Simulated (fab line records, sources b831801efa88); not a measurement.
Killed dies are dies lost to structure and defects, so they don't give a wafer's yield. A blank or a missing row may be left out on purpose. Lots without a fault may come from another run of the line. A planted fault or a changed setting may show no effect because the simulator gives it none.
fab line records | flow gf180mcu | part 2 of 2: steps 27 to 36 of 36
record lots=5 wafers=15 last_day=34
route steps=602 shown M2@375 V2@382 M3@409
lots that met no fault: from a run of the same line without faults
start_h: hours from the record's first day to the start of the lot's first wafer shown | wait_h: hours since the lot's step before | " the same as in the row above | L1.1+2: a row that stands for several wafers | - no value, or no start given | * or withheld: withheld | < > ~ a bound
route shown NAME@n: a module of which the file shows steps, and the number in the route of the first | usual: mean/standard deviation of fault-free wafers | same: alike in all rows | chamber/n: place in a boat | sites: the reading at each site | _std_site: their standard deviation | _edge_site: outer sites' mean less inner sites' | radius_mm: how far each site lies from the wafer's centre | mask NAME#n: copy n | behind: the tool/chamber that last shaped the wafer | hold: why the lot was held/for how many hours/how that ended | device: the transistor (n, p or np) that didn't switch | end of line: the same wafers' tests at the end of the route | a step without rows: its recipe alone | killed: dies lost to structure and defects at the first sort, not the wafer's yield | map: a wafer's dies, x killed, . not, _ none there
set.NAME: the setting as run; set.NAME@STEP: as run at that earlier step | model.NAME: the simulator's own value behind a step, which no gauge read
lots at some steps of the route; a table a step, a row a wafer
services: from which hour (start_h, from the record's first day; less than 0 if before it) a tool's chamber was out of use, for how many hours, and why
## steps
# step GF_V2_STRIP_19
# recipe chemistry=post_etch_residue_remover time_s=1200 temp_c=72.5
# columns lot.wafer tool chamber start_h wait_h
L074.1+2+6 wet_bench-02 2 467.98 0.1
L075.3+5+6 wet_bench-02 1 481.37 0.0
L079.1+2+3 wet_bench-04 1 515.98 0.1
L083.3+4+5 wet_bench-03 3 557.72 0.0
L095.1+2+5 wet_bench-04 2 644.63 0.1
# step GF_V2_CLEAN_20
# recipe chemistry=DIW dry=n2_spin
# columns lot.wafer tool chamber start_h wait_h
L074.1+2+6 wet_bench-03 3 468.33 0.0
L075.3+5+6 wet_bench-03 1 481.71 0.0
L079.1+2+3 wet_bench-04 1 516.67 0.0
L083.3+4+5 wet_bench-04 2 558.06 0.0
L095.1+2+5 wet_bench-03 3 644.97 0.0
# step GF_V2_SPUTTER_21
# recipe material=Ti target_thk_nm=15 chamber_pressure_pa=5 power_w=2500 substrate_temp_c=200 time_s=80.02
# usual throttle_valve_pct=29.8/1.1
# columns lot.wafer tool chamber start_h wait_h throttle_valve_pct
L074.1 pvd_sputter-04 - 468.42 0.0 30.0
L074.2 " - " " 30.0
L074.6 " - " " 30.0
L075.3 pvd_sputter-04 - 481.80 0.0 30.2
L075.5 " - " " 28.2
L075.6 " - " " 30.2
L079.1 pvd_sputter-03 - 516.85 0.0 30.4
L079.2 " - " " 28.7
L079.3 " - " " 30.9
L083.3 pvd_sputter-04 - 558.16 0.0 30.0
L083.4 " - " " 27.9
L083.5 " - " " 30.1
L095.1 pvd_sputter-04 - 645.06 0.0 27.9
L095.2 " - " " 30.2
L095.5 " - " " 29.9
# step GF_V2_SPUTTER_22
# recipe material=TiN target_thk_nm=10 chamber_pressure_pa=5 power_w=4000 time_s=40
# usual throttle_valve_pct=29.8/1.1
# columns lot.wafer tool chamber start_h wait_h throttle_valve_pct
L074.1 pvd_sputter-04 - 468.48 0.0 30.1
L074.2 " - " " 30.0
L074.6 " - " " 30.2
L075.3 pvd_sputter-04 - 481.86 0.0 29.9
L075.5 " - " " 28.4
L075.6 " - " " 29.9
L079.1 pvd_sputter-03 - 516.91 0.0 30.3
L079.2 " - " " 28.6
L079.3 " - " " 30.9
L083.3 pvd_sputter-04 - 558.22 0.0 30.0
L083.4 " - " " 28.1
L083.5 " - " " 30.2
L095.1 pvd_sputter-04 - 645.13 0.0 27.7
L095.2 " - " " 30.0
L095.5 " - " " 29.9
# step GF_V2_CVD_23
# recipe material=W target_thk_nm=350 time_s=104.94 temp_c=400 pressure_torr=40
# usual heater_power_outer_w=525/24 heater_power_w=886/38
# columns lot.wafer tool chamber start_h wait_h heater_power_outer_w heater_power_w since_wet_clean_h
L074.1 cvd_w-01 0 468.52 0.0 522 845 565
L074.2 " 1 " " 562 955 565
L074.6 " 0 " " 521 896 -
L075.3 cvd_w-02 0 481.94 0.1 503 888 -
L075.5 " 1 " " 496 837 -
L075.6 " 0 " " 518 900 -
L079.1 cvd_w-02 1 516.95 0.0 505 838 113
L079.2 " 0 " " 528 910 113
L079.3 " 0 " " 523 874 -
L083.3 cvd_w-02 0 558.30 0.1 527 892 -
L083.4 " 1 " " 490 836 -
L083.5 " 1 " " 482 854 -
L095.1 cvd_w-02 1 645.16 0.0 502 869 241
L095.2 " 0 " " 536 905 241
L095.5 " 1 " " 505 880 -
# step GF_V2_RS_MEAS_24
# recipe thk_meas_gauge=four-point-probe reads=W_of_V2_CVD_23+TiN_of_V2_SPUTTER_22+Ti_of_V2_SPUTTER_21
# usual V2_W_RS=0.326/0.0038
# columns lot.wafer tool chamber start_h wait_h V2_W_RS[ohm/sq]
L074.1 film_metro-02 - 468.63 0.1 0.325
L074.2 " - " " 0.333
L074.6 " - " " 0.325
L075.3 film_metro-03 - 482.06 0.1 0.322
L075.5 " - " " 0.319
L075.6 " - " " 0.325
L079.1 film_metro-02 - 517.10 0.1 0.316
L079.2 " - " " 0.320
L079.3 " - " " 0.322
L083.3 film_metro-04 - 558.41 0.1 0.327
L083.4 " - " " 0.330
L083.5 " - " " 0.329
L095.1 film_metro-03 - 645.28 0.1 0.325
L095.2 " - " " 0.322
L095.5 " - " " 0.327
# step GF_V2_THK_MEAS_25
# recipe thk_meas_gauge=xrf reads=W_of_V2_CVD_23
# usual V2_W_THK=355/5.1
# columns lot.wafer tool chamber start_h wait_h V2_W_THK[nm]
L074.1 film_metro-02 - 468.75 0.1 362
L074.2 " - " " 351
L074.6 " - " " 360
L075.3 film_metro-03 - 482.16 0.1 360
L075.5 " - " " 364
L075.6 " - " " 355
L079.1 film_metro-02 - 517.22 0.1 367
L079.2 " - " " 361
L079.3 " - " " 360
L083.3 film_metro-04 - 558.51 0.1 356
L083.4 " - " " 352
L083.5 " - " " 355
L095.1 film_metro-03 - 645.40 0.1 358
L095.2 " - " " 362
L095.5 " - " " 358
# step GF_V2_CMP_26
# recipe stop_on=SiO2 down_force_psi=3.5 platen_rpm=60 t_overpolish_s=15 target_thk_nm=0 pad_velocity_m_s=0.94248
# usual motor_current_A=10.3/0.72 overpolish_run_s=15.000/0.0086 slurry_filter_dp_kPa=13.51/0.14 time_to_endpoint_s=88/4.5
# columns lot.wafer tool chamber start_h wait_h motor_current_A overpolish_run_s slurry_filter_dp_kPa time_to_endpoint_s
L074.2 cmp-01 1 468.81 0.0 9.1 15.010 13.53 83
L074.1 " 3 " " 10.4 15.011 13.43 81
L074.6 " 1 " " 10.0 15.002 13.50 86
L075.3 cmp-02 0 482.35 0.2 11.5 15.000 13.32 85
L075.6 " 1 " " 10.3 15.003 13.59 80
L075.5 " 2 " " 10.9 14.993 13.47 81
L079.1 cmp-01 0 517.33 0.1 10.1 15.018 13.55 95
L079.3 " 1 " " 9.7 15.002 13.40 85
L079.2 " 2 " " 10.0 14.993 13.37 94
L083.4 cmp-01 1 558.60 0.1 9.7 14.987 13.64 84
L083.3 " 3 " " 10.5 15.005 13.57 82
L083.5 " 1 " " 9.8 15.004 13.38 86
L095.1 cmp-01 3 645.46 0.1 10.3 15.016 13.74 84
L095.2 " 0 " " 10.7 15.005 13.37 93
L095.5 " 0 " " 10.2 15.001 13.49 92
# step GF_M3_SPUTTER_00
# recipe material=Ti target_thk_nm=37.5 arriving_ion_energy_ev=80 substrate_temp_c=200 chamber_pressure_pa=2 power_w=4000 time_s=150
# usual throttle_valve_pct=30.2/1.1
# columns lot.wafer tool chamber start_h wait_h throttle_valve_pct
L074.1 pvd_sputter-01 - 469.11 0.1 29.7
L074.2 " - " " 30.6
L074.6 " - " " 30.4
L075.3 pvd_sputter-02 - 482.50 0.1 31.2
L075.5 " - " " 29.5
L075.6 " - " " 31.1
L079.1 pvd_sputter-02 - 517.58 0.2 29.3
L079.2 " - " " 29.5
L079.3 " - " " 31.0
L083.3 pvd_sputter-01 - 558.85 0.1 30.4
L083.4 " - " " 30.8
L083.5 " - " " 31.9
L095.1 pvd_sputter-01 - 645.76 0.2 30.7
L095.2 " - " " 30.5
L095.5 " - " " 31.9
# step GF_M3_SPUTTER_01
# recipe material=TiN target_thk_nm=30 power_w=6500 time_s=25 chamber_pressure_pa=0.4
# usual throttle_valve_pct=30.2/1.1
# columns lot.wafer tool chamber start_h wait_h throttle_valve_pct
L074.1 pvd_sputter-01 - 469.21 0.1 29.8
L074.2 " - " " 30.8
L074.6 " - " " 30.3
L075.3 pvd_sputter-02 - 482.60 0.1 31.2
L075.5 " - " " 29.6
L075.6 " - " " 31.4
L079.1 pvd_sputter-02 - 517.69 0.1 29.3
L079.2 " - " " 29.2
L079.3 " - " " 31.3
L083.3 pvd_sputter-01 - 558.95 0.1 30.4
L083.4 " - " " 30.7
L083.5 " - " " 32.0
L095.1 pvd_sputter-01 - 645.87 0.1 30.6
L095.2 " - " " 30.2
L095.5 " - " " 31.9
## services
# columns tool chamber start_h hours kind
pvd_sputter-04 - 440.73 7.0 repair
rie_diel-03 3 446.60 3.7 repair
rie_diel-03 1 450.34 11.0 repair
cvd_w-02 - 458.42 0.6 repair
pvd_sputter-02 - 462.48 3.7 repair
cmp-01 - 479.63 4.9 pm
pvd_sputter-02 - 486.95 2.6 repair
cmp-01 - 487.38 1.6 repair
pvd_sputter-02 - 489.36 2.1 repair
pvd_sputter-02 - 496.24 5.2 repair
plasma_asher-04 - 500.07 3.4 repair
rie_diel-01 0 501.71 6.7 repair
pvd_sputter-02 - 502.87 2.3 repair
pvd_sputter-04 - 504.75 5.1 repair
rie_diel-03 0 520.44 1.8 repair
cvd_w-02 - 525.63 6.9 pm
hdpcvd-02 - 539.25 15.0 pm
hdpcvd-02 0 546.86 8.0 repair
rie_diel-01 - 547.72 15.6 pm
cmp-01 - 551.70 6.0 pm
rie_diel-03 - 559.60 0.3 repair
pvd_sputter-01 - 584.33 3.7 repair
pvd_sputter-04 - 599.09 25.5 repair
rie_diel-03 3 632.94 8.8 repair
